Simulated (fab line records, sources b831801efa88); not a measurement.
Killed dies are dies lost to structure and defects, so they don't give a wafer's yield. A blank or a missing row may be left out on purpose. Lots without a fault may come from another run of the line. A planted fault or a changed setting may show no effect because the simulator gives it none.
fab line records | flow gf180mcu
record lots=24 wafers=72 last_day=34
route steps=602 shown MIM@506 V5@543
lots that met no fault: from a run of the same line without faults
start_h: hours from the record's first day to the start of the lot's first wafer shown | wait_h: hours since the lot's step before | " the same as in the row above | L1.1+2: a row that stands for several wafers | - no value, or no start given | * or withheld: withheld | < > ~ a bound
route shown NAME@n: a module of which the file shows steps, and the number in the route of the first | usual: mean/standard deviation of fault-free wafers | same: alike in all rows | chamber/n: place in a boat | sites: the reading at each site | _std_site: their standard deviation | _edge_site: outer sites' mean less inner sites' | radius_mm: how far each site lies from the wafer's centre | mask NAME#n: copy n | behind: the tool/chamber that last shaped the wafer | hold: why the lot was held/for how many hours/how that ended | device: the transistor (n, p or np) that didn't switch | end of line: the same wafers' tests at the end of the route | a step without rows: its recipe alone | killed: dies lost to structure and defects at the first sort, not the wafer's yield | map: a wafer's dies, x killed, . not, _ none there
set.NAME: the setting as run; set.NAME@STEP: as run at that earlier step | model.NAME: the simulator's own value behind a step, which no gauge read
steps of the route over a sample of lots; a table a step, a row a wafer
services: from which hour (start_h, from the record's first day; less than 0 if before it) a tool's chamber was out of use, for how many hours, and why
## steps
# step GF_MIM_SPUTTER_03
# recipe material=Ti target_thk_nm=10 substrate_temp_c=300 chamber_pressure_pa=0.3 power_w=3000 time_s=6.7
# usual throttle_valve_pct=30.3/0.77
# columns lot.wafer tool chamber start_h wait_h throttle_valve_pct
L074.3 pvd_sputter-03 - 578.51 0.0 30.1
L074.4 " - " " 30.8
L074.6 " - " " 32.0
L075.1 pvd_sputter-03 - 579.16 0.0 30.7
L075.2 " - " " 32.2
L075.5 " - " " 30.3
L076.2 pvd_sputter-01 - 590.60 0.0 29.4
L076.5 " - " " 29.4
L076.6 " - " " 29.5
L077.2 pvd_sputter-03 - 596.08 0.0 30.4
L077.3 " - " " 30.5
L077.5 " - " " 30.7
L078.1 pvd_sputter-01 - 600.31 0.0 29.2
L078.4 " - " " 29.4
L078.6 " - " " 29.7
L079.3 pvd_sputter-03 - 603.05 0.0 30.7
L079.4 " - " " 31.9
L079.5 " - " " 30.2
L080.1 pvd_sputter-01 - 616.05 0.0 29.4
L080.5 " - " " 29.8
L080.6 " - " " 29.8
L081.2 pvd_sputter-03 - 621.39 0.0 31.9
L081.3 " - " " 30.4
L081.4 " - " " 31.9
L082.3 pvd_sputter-03 - 631.96 0.0 31.9
L082.4 " - " " 30.2
L082.5 " - " " 30.4
L083.1 pvd_sputter-01 - 648.65 0.0 29.6
L083.2 " - " " 29.3
L083.3 " - " " 29.5
L084.2 pvd_sputter-01 - 651.72 0.0 29.5
L084.3 " - " " 29.6
L084.4 " - " " 30.0
L085.1 pvd_sputter-03 - 654.80 0.0 30.3
L085.4 " - " " 31.7
L085.6 " - " " 30.5
L086.1 pvd_sputter-02 - 662.67 0.0 30.1
L086.3 " - " " 31.2
L086.6 " - " " 31.2
L087.1 pvd_sputter-03 - 672.48 0.0 30.5
L087.5 " - " " 30.7
L087.6 " - " " 30.1
L088.3 pvd_sputter-02 - 678.19 0.0 29.3
L088.4 " - " " 30.2
L088.5 " - " " 30.3
L089.2 pvd_sputter-03 - 680.23 0.0 30.4
L089.4 " - " " 30.8
L089.5 " - " " 30.7
L090.1 pvd_sputter-01 - 686.11 0.0 30.0
L090.2 " - " " 29.3
L090.4 " - " " 29.3
L091.1 pvd_sputter-01 - 695.31 0.0 29.4
L091.2 " - " " 30.2
L091.3 " - " " 29.4
L092.1 pvd_sputter-02 - 698.86 0.0 30.9
L092.2 " - " " 30.3
L092.5 " - " " 30.3
L093.2 pvd_sputter-02 - 711.57 0.0 30.2
L093.3 " - " " 29.4
L093.5 " - " " 29.6
L094.1 pvd_sputter-02 - 714.38 0.0 31.0
L094.2 " - " " 31.1
L094.4 " - " " 29.5
L095.1 pvd_sputter-02 - 721.74 0.0 30.3
L095.2 " - " " 29.4
L095.4 " - " " 30.7
L096.2 pvd_sputter-03 - 727.35 0.0 31.9
L096.3 " - " " 30.4
L096.6 " - " " 29.9
L097.1 pvd_sputter-02 - 730.81 0.0 30.9
L097.2 " - " " 30.9
L097.5 " - " " 29.4
# step GF_MIM_CVD_05
# recipe material=Si3N4 target_thk_nm=42 temp_max_c=400 temp_c=385 time_s=29.086 rf_w=450
# usual heater_power_w=678/93
# columns lot.wafer tool chamber start_h wait_h heater_power_w
L074.3 pecvd-02 2 578.57 0.0 714
L074.4 " 2 " " 720
L074.6 " 1 " " 672
L075.1 pecvd-01 0 579.22 0.0 725
L075.2 " 2 " " 725
L075.5 " 1 " " 757
L076.2 pecvd-03 1 590.66 0.0 582
L076.5 " 0 " " 771
L076.6 " 2 " " 660
L077.2 pecvd-01 2 596.14 0.0 745
L077.3 " 0 " " 745
L077.5 " 0 " " 742
L078.1 pecvd-01 1 600.37 0.0 814
L078.4 " 0 " " 712
L078.6 " 2 " " 752
L079.3 pecvd-02 1 603.11 0.0 580
L079.4 " 2 " " 633
L079.5 " 0 " " 467
L080.1 pecvd-01 0 616.11 0.0 745
L080.5 " 1 " " 734
L080.6 " 0 " " 745
L081.2 pecvd-02 2 621.45 0.0 615
L081.3 " 1 " " 701
L081.4 " 0 " " 498
L082.3 pecvd-02 0 632.02 0.0 492
L082.4 " 0 " " 503
L082.5 " 1 " " 666
L083.1 pecvd-02 2 648.71 0.0 584
L083.2 " 0 " " 520
L083.3 " 1 " " 690
L084.2 pecvd-03 0 651.78 0.0 800
L084.3 " 2 " " 722
L084.4 " 0 " " 782
L085.1 pecvd-03 1 654.86 0.0 570
L085.4 " 0 " " 753
L085.6 " 2 " " 737
L086.1 pecvd-01 0 662.73 0.0 751
L086.3 " 1 " " 816
L086.6 " 1 " " 819
L087.1 pecvd-02 0 672.54 0.0 517
L087.5 " 0 " " 526
L087.6 " 1 " " 659
L088.3 pecvd-01 2 678.25 0.0 665
L088.4 " 0 " " 628
L088.5 " 2 " " 669
L089.2 pecvd-01 1 680.29 0.0 709
L089.4 " 1 " " 728
L089.5 " 0 " " 722
L090.1 pecvd-02 2 686.17 0.0 693
L090.2 " 0 " " 530
L090.4 " 1 " " 707
L091.1 pecvd-01 0 695.37 0.0 730
L091.2 " 2 " " 771
L091.3 " 1 " " 743
L092.1 pecvd-02 0 698.92 0.0 533
L092.2 " 1 " " 583
L092.5 " 1 " " 585
L093.2 pecvd-02 0 711.63 0.0 485
L093.3 " 2 " " 690
L093.5 " 2 " " 703
L094.1 pecvd-01 0 714.44 0.0 730
L094.2 " 1 " " 810
L094.4 " 2 " " 755
L095.1 pecvd-03 0 721.80 0.0 716
L095.2 " 1 " " 608
L095.4 " 2 " " 660
L096.2 pecvd-02 2 727.41 0.0 693
L096.3 " 1 " " 670
L096.6 " 1 " " 702
L097.1 pecvd-01 0 730.87 0.0 739
L097.2 " 1 " " 834
L097.5 " 2 " " 734
# step GF_MIM_RS_MEAS_10
# recipe thk_meas_gauge=four-point-probe reads=TiN_of_MIM_SPUTTER_09+AlCu_of_MIM_SPUTTER_08+TiN_of_MIM_SPUTTER_07
# usual MIM_ALCU_RS=0.1607/0.0019
# columns lot.wafer tool chamber start_h wait_h MIM_ALCU_RS[ohm/sq]
L074.3 film_metro-02 - 578.80 0.1 0.1581
L074.4 " - " " 0.1580
L074.6 " - " " 0.1579
L075.1 film_metro-03 - 579.41 0.0 0.1584
L075.2 " - " " 0.1604
L075.5 " - " " 0.1586
L076.2 film_metro-02 - 590.88 0.0 0.1603
L076.5 " - " " 0.1572
L076.6 " - " " 0.1593
L077.2 film_metro-02 - 596.35 0.0 0.1592
L077.3 " - " " 0.1613
L077.5 " - " " 0.1609
L078.1 film_metro-04 - 600.56 0.0 0.1601
L078.4 " - " " 0.1599
L078.6 " - " " 0.1590
L079.3 film_metro-03 - 603.34 0.1 0.1637
L079.4 " - " " 0.1605
L079.5 " - " " 0.1620
L080.1 film_metro-03 - 616.30 0.0 0.1621
L080.5 " - " " 0.1597
L080.6 " - " " 0.1618
L081.2 film_metro-04 - 621.67 0.0 0.1636
L081.3 " - " " 0.1632
L081.4 " - " " 0.1642
L082.3 film_metro-04 - 632.29 0.1 0.1616
L082.4 " - " " 0.1625
L082.5 " - " " 0.1612
L083.1 film_metro-04 - 648.90 0.0 0.1599
L083.2 " - " " 0.1589
L083.3 " - " " 0.1592
L084.2 film_metro-04 - 651.99 0.0 0.1557
L084.3 " - " " 0.1577
L084.4 " - " " 0.1574
L085.1 film_metro-04 - 655.05 0.0 0.1599
L085.4 " - " " 0.1593
L085.6 " - " " 0.1594
L086.1 film_metro-02 - 662.92 0.0 0.1640
L086.3 " - " " 0.1625
L086.6 " - " " 0.1629
L087.1 film_metro-04 - 672.73 0.0 0.1623
L087.5 " - " " 0.1613
L087.6 " - " " 0.1627
L088.3 film_metro-02 - 678.48 0.1 0.1623
L088.4 " - " " 0.1621
L088.5 " - " " 0.1613
L089.2 film_metro-04 - 680.51 0.0 0.1626
L089.4 " - " " 0.1574
L089.5 " - " " 0.1603
L090.1 film_metro-04 - 686.36 0.0 0.1622
L090.2 " - " " 0.1589
L090.4 " - " " 0.1616
L091.1 film_metro-03 - 695.56 0.0 0.1602
L091.2 " - " " 0.1609
L091.3 " - " " 0.1613
L092.1 film_metro-03 - 699.11 0.0 0.1616
L092.2 " - " " 0.1617
L092.5 " - " " 0.1626
L093.2 film_metro-04 - 711.84 0.0 0.1630
L093.3 " - " " 0.1633
L093.5 " - " " 0.1637
L094.1 film_metro-03 - 714.63 0.0 0.1623
L094.2 " - " " 0.1644
L094.4 " - " " 0.1619
L095.1 film_metro-03 - 722.00 0.0 0.1599
L095.2 " - " " 0.1598
L095.4 " - " " 0.1591
L096.2 film_metro-04 - 727.63 0.0 0.1612
L096.3 " - " " 0.1590
L096.6 " - " " 0.1601
L097.1 film_metro-03 - 731.06 0.0 0.1618
L097.2 " - " " 0.1622
L097.5 " - " " 0.1614
# step GF_V5_THK_MEAS_03
# recipe reads=SiO2_of_V5_CVD_02
# usual V5_CVD_02_THK=1456/19
# columns lot.wafer tool chamber start_h wait_h V5_CVD_02_THK[nm]
L074.3 film_metro-03 - 621.61 0.1 1441
L074.4 " - " " 1469
L074.6 " - " " 1453
L075.1 film_metro-03 - 622.68 0.1 1469
L075.2 " - " " 1450
L075.5 " - " " 1467
L076.2 film_metro-03 - 633.55 0.1 1456
L076.5 " - " " 1455
L076.6 " - " " 1462
L077.2 film_metro-03 - 638.28 0.1 1451
L077.3 " - " " 1432
L077.5 " - " " 1484
L078.1 film_metro-03 - 642.43 0.1 1423
L078.4 " - " " 1425
L078.6 " - " " 1465
L079.3 film_metro-01 - 645.55 0.1 1430
L079.4 " - " " 1468
L079.5 " - " " 1447
L080.1 film_metro-03 - 657.86 0.1 1472
L080.5 " - " " 1454
L080.6 " - " " 1452
L081.2 film_metro-03 - 663.58 0.1 1454
L081.3 " - " " 1461
L081.4 " - " " 1476
L082.3 film_metro-02 - 674.38 0.1 1432
L082.4 " - " " 1459
L082.5 " - " " 1468
L083.1 film_metro-02 - 689.23 0.1 1433
L083.2 " - " " 1435
L083.3 " - " " 1452
L084.2 film_metro-03 - 692.81 0.1 1426
L084.3 " - " " 1433
L084.4 " - " " 1457
L085.1 film_metro-02 - 696.04 0.1 1431
L085.4 " - " " 1464
L085.6 " - " " 1466
L086.1 film_metro-03 - 702.83 0.1 1466
L086.3 " - " " 1454
L086.6 " - " " 1470
L087.1 film_metro-03 - 712.66 0.1 1411
L087.5 " - " " 1449
L087.6 " - " " 1460
L088.3 film_metro-02 - 716.94 0.1 1443
L088.4 " - " " 1467
L088.5 " - " " 1477
L089.2 film_metro-01 - 718.90 0.1 1449
L089.4 " - " " 1467
L089.5 " - " " 1487
L090.1 film_metro-02 - 725.16 0.1 1456
L090.2 " - " " 1464
L090.4 " - " " 1478
L091.1 film_metro-03 - 733.64 0.1 1449
L091.2 " - " " 1425
L091.3 " - " " 1444
L092.1 film_metro-01 - 736.79 0.1 1455
L092.2 " - " " 1455
L092.5 " - " " 1477
L093.2 film_metro-01 - 747.92 0.1 1446
L093.3 " - " " 1464
L093.5 " - " " 1482
L094.1 film_metro-03 - 751.22 0.1 1464
L094.2 " - " " 1457
L094.4 " - " " 1472
L095.1 film_metro-01 - 758.17 0.1 1449
L095.2 " - " " 1457
L095.4 " - " " 1484
L096.2 film_metro-03 - 763.05 0.1 1425
L096.3 " - " " 1436
L096.6 " - " " 1469
L097.1 film_metro-01 - 766.64 0.1 1454
L097.2 " - " " 1445
L097.5 " - " " 1465
# step GF_V5_CMP_04
# recipe material=SiO2 down_force_psi=4 platen_rpm=60 pad_velocity_m_s=0.94248
# usual motor_current_A=11.4/0.74
# columns lot.wafer tool chamber start_h wait_h motor_current_A
L074.3 cmp-02 1 621.65 0.0 11.2
L074.4 " 0 " " 13.1
L074.6 " 1 " " 11.0
L075.2 cmp-01 3 622.74 0.0 10.7
L075.1 " 0 " " 11.1
L075.5 " 0 " " 11.5
L076.2 cmp-02 0 633.70 0.1 13.1
L076.6 " 2 " " 11.5
L076.5 " 3 " " 12.1
L077.2 cmp-02 3 638.38 0.1 12.2
L077.3 " 1 " " 12.0
L077.5 " 3 " " 12.1
L078.4 cmp-01 3 642.59 0.1 10.3
L078.1 " 0 " " 11.4
L078.6 " 2 " " 11.2
L079.4 cmp-01 0 645.64 0.1 11.2
L079.3 " 2 " " 10.6
L079.5 " 3 " " 10.9
L080.1 cmp-01 0 657.92 0.1 10.2
L080.5 " 0 " " 10.7
L080.6 " 1 " " 11.7
L081.4 cmp-02 1 663.70 0.1 11.2
L081.3 " 3 " " 12.2
L081.2 " 0 " " 12.3
L082.4 cmp-02 0 674.42 0.0 11.8
L082.3 " 1 " " 10.9
L082.5 " 0 " " 12.5
L083.3 cmp-02 3 689.34 0.1 12.4
L083.2 " 0 " " 13.1
L083.1 " 1 " " 11.3
L084.2 cmp-01 1 692.86 0.0 12.1
L084.3 " 3 " " 10.2
L084.4 " 0 " " 11.5
L085.1 cmp-01 2 696.14 0.1 11.2
L085.4 " 3 " " 10.8
L085.6 " 3 " " 10.7
L086.1 cmp-01 1 702.94 0.1 12.1
L086.3 " 3 " " 10.7
L086.6 " 1 " " 11.7
L087.1 cmp-01 1 712.82 0.1 11.8
L087.5 " 3 " " 10.4
L087.6 " 0 " " 11.2
L088.3 cmp-01 1 717.03 0.1 12.0
L088.4 " 2 " " 11.3
L088.5 " 1 " " 11.4
L089.4 cmp-02 3 719.01 0.1 12.4
L089.2 " 1 " " 11.6
L089.5 " 2 " " 11.2
L090.1 cmp-01 0 725.22 0.1 10.4
L090.2 " 1 " " 11.7
L090.4 " 3 " " 10.7
L091.2 cmp-01 2 733.75 0.1 10.5
L091.1 " 3 " " 10.4
L091.3 " 0 " " 10.7
L092.1 cmp-01 1 736.85 0.1 11.6
L092.2 " 2 " " 10.5
L092.5 " 1 " " 11.8
L093.3 cmp-01 2 747.97 0.0 10.5
L093.2 " 3 " " 10.0
L093.5 " 3 " " 10.9
L094.1 cmp-02 0 751.28 0.1 12.3
L094.4 " 1 " " 11.7
L094.2 " 3 " " 12.2
L095.4 cmp-01 2 758.23 0.0 10.9
L095.1 " 3 " " 10.4
L095.2 " 1 " " 11.7
L096.3 cmp-02 3 763.20 0.1 12.0
L096.2 " 0 " " 12.8
L096.6 " 1 " " 11.2
L097.1 cmp-02 1 766.80 0.1 10.7
L097.2 " 2 " " 11.6
L097.5 " 3 " " 12.3
# step GF_V5_STRIP_18
# recipe chemistry=O2/N2 power_w=1400 pressure_mtorr=1500 platen_temp_c=250 o2_flow_sccm=3000 n2_flow_sccm=300 overash_fraction=0.5
# usual drypump_motor_current_A=5.7/0.6 heater_power_w=330/15 oes_product_au=0.568/0.0048 platen_temp_c=249.96/0.18
# columns lot.wafer tool chamber start_h wait_h drypump_motor_current_A heater_power_w oes_product_au platen_temp_c rf_hours_counter_h
L074.3 plasma_asher-02 1 642.73 - 4.6 348 0.565 250.00 -
L074.4 " 0 " " 5.1 348 0.579 249.87 -
L074.6 " 0 " " 5.1 357 0.564 249.94 -
L075.1 plasma_asher-02 1 643.58 - 4.6 342 0.569 249.85 101
L075.2 " 0 " " 5.0 342 0.571 250.10 101
L075.5 " 1 " " 4.7 344 0.568 250.03 -
L076.2 plasma_asher-03 1 654.47 - 5.5 318 0.562 250.13 57
L076.5 " 1 " " 5.5 333 0.569 249.85 -
L076.6 " 0 " " 6.2 308 0.574 249.92 -
L077.2 plasma_asher-03 1 659.35 - 5.5 328 0.565 249.72 57
L077.3 " 0 " " 6.2 312 0.564 249.74 -
L077.5 " 1 " " 5.5 336 0.565 249.85 -
L078.1 plasma_asher-02 0 663.63 - 5.1 355 0.571 249.98 103
L078.4 " 0 " " 5.1 352 0.572 250.00 -
L078.6 " 1 " " 4.6 351 0.566 249.75 -
L079.3 plasma_asher-03 0 666.47 - 6.2 314 0.569 249.91 -
L079.4 " 1 " " 5.5 324 0.568 250.13 -
L079.5 " 0 " " 6.2 315 0.575 249.91 -
L080.1 plasma_asher-03 1 678.10 - 5.5 330 0.566 249.79 59
L080.5 " 0 " " 6.2 317 0.573 249.96 -
L080.6 " 1 " " 5.5 319 0.569 249.81 -
L081.2 plasma_asher-04 1 684.28 - 6.4 332 0.570 250.00 25
L081.3 " 0 " " 5.5 317 0.563 249.68 -
L081.4 " 1 " " 6.5 333 0.565 250.31 -
L082.3 plasma_asher-02 1 694.50 - 4.6 340 0.573 249.93 -
L082.4 " 0 " " 5.1 353 0.563 250.01 -
L082.5 " 0 " " 5.1 346 0.563 250.00 -
L083.1 plasma_asher-04 1 708.02 - 6.4 336 0.570 249.89 28
L083.2 " 0 " " 5.5 316 0.567 249.75 28
L083.3 " 1 " " 6.4 329 0.576 249.87 -
L084.2 plasma_asher-03 0 711.95 - 6.2 312 0.565 250.00 64
L084.3 " 0 " " 6.2 314 0.573 249.93 -
L084.4 " 1 " " 5.5 324 0.573 249.85 -
L085.1 plasma_asher-02 0 715.40 - 5.1 355 0.561 250.20 109
L085.4 " 1 " " 4.6 347 0.567 249.99 -
L085.6 " 0 " " 5.1 346 0.566 250.39 -
L086.1 plasma_asher-03 1 721.61 - 5.5 329 0.570 250.31 65
L086.3 " 0 " " 6.2 308 0.574 249.71 -
L086.6 " 0 " " 6.2 313 0.564 249.66 -
L087.1 plasma_asher-03 1 731.50 - 5.5 324 0.562 250.15 66
L087.5 " 1 " " 5.5 326 0.569 250.15 -
L087.6 " 0 " " 6.2 314 0.560 249.84 -
L088.3 plasma_asher-04 0 735.05 - 5.5 315 0.565 250.17 -
L088.4 " 1 " " 6.4 337 0.569 249.71 -
L088.5 " 0 " " 5.5 314 0.574 250.10 -
L089.2 plasma_asher-04 1 737.01 - 6.4 331 0.573 249.79 32
L089.4 " 0 " " 5.5 319 0.566 249.91 -
L089.5 " 1 " " 6.4 325 0.573 250.04 -
L090.1 plasma_asher-04 0 743.41 - 5.5 314 0.562 250.04 33
L090.2 " 1 " " 6.5 340 0.566 249.87 33
L090.4 " 0 " " 5.5 314 0.565 250.12 -
L091.1 plasma_asher-04 0 751.51 - 5.5 322 0.565 249.88 34
L091.2 " 1 " " 6.4 331 0.576 249.98 34
L091.3 " 1 " " 6.5 341 0.570 249.95 -
L092.1 plasma_asher-02 1 754.71 - 4.6 338 0.576 250.01 1
L092.2 " 0 " " 5.1 346 0.564 249.92 1
L092.5 " 0 " " 5.1 358 0.569 249.86 -
L093.2 plasma_asher-04 0 765.03 - 5.5 320 0.564 250.15 35
L093.3 " 1 " " 6.4 339 0.573 250.06 -
L093.5 " 0 " " 5.5 324 0.570 250.05 -
L094.1 plasma_asher-03 0 767.99 - 6.2 306 0.572 249.52 71
L094.2 " 1 " " 5.5 326 0.566 249.94 71
L094.4 " 1 " " 5.5 326 0.569 249.80 -
L095.1 plasma_asher-04 1 774.81 - 6.4 328 0.557 250.16 36
L095.2 " 0 " " 5.5 326 0.575 249.85 36
L095.4 " 1 " " 6.4 331 0.566 250.23 -
L096.2 plasma_asher-04 0 779.96 - 5.5 313 0.574 250.31 37
L096.3 " 0 " " 5.5 319 0.570 249.88 -
L096.6 " 0 " " 5.5 328 0.573 250.08 -
L097.1 plasma_asher-04 0 782.56 - 5.5 317 0.573 249.88 37
L097.2 " 1 " " 6.4 328 0.573 250.28 37
L097.5 " 0 " " 5.5 325 0.572 250.10 -
## services
# columns tool chamber start_h hours kind
cmp-01 - 561.02 1.3 repair
cmp-02 - 572.12 4.0 pm
cmp-02 - 577.18 4.2 pm
pecvd-02 1 581.40 10.4 repair
pvd_sputter-02 - 586.00 38.3 repair
cmp-01 - 590.72 5.5 repair
plasma_asher-04 - 594.01 8.7 repair
pecvd-02 - 600.67 0.5 repair
plasma_asher-04 - 612.44 2.8 pm
pecvd-02 - 616.86 1.5 repair
pecvd-01 0 622.85 4.4 repair
cmp-02 - 623.25 0.5 repair
pecvd-02 - 641.55 1.6 repair
pvd_sputter-02 - 643.78 4.5 repair
pvd_sputter-03 - 647.45 1.2 repair
cmp-02 - 650.28 0.6 repair
pecvd-01 - 650.36 2.8 pm
cmp-01 - 668.33 0.9 repair
cmp-01 - 688.52 0.2 repair
pecvd-02 0 708.15 2.7 repair
plasma_asher-02 - 717.61 0.7 repair
pvd_sputter-03 - 730.99 3.0 repair
cmp-02 - 734.57 2.4 repair
cmp-01 - 754.06 4.0 pm
## key
fault none
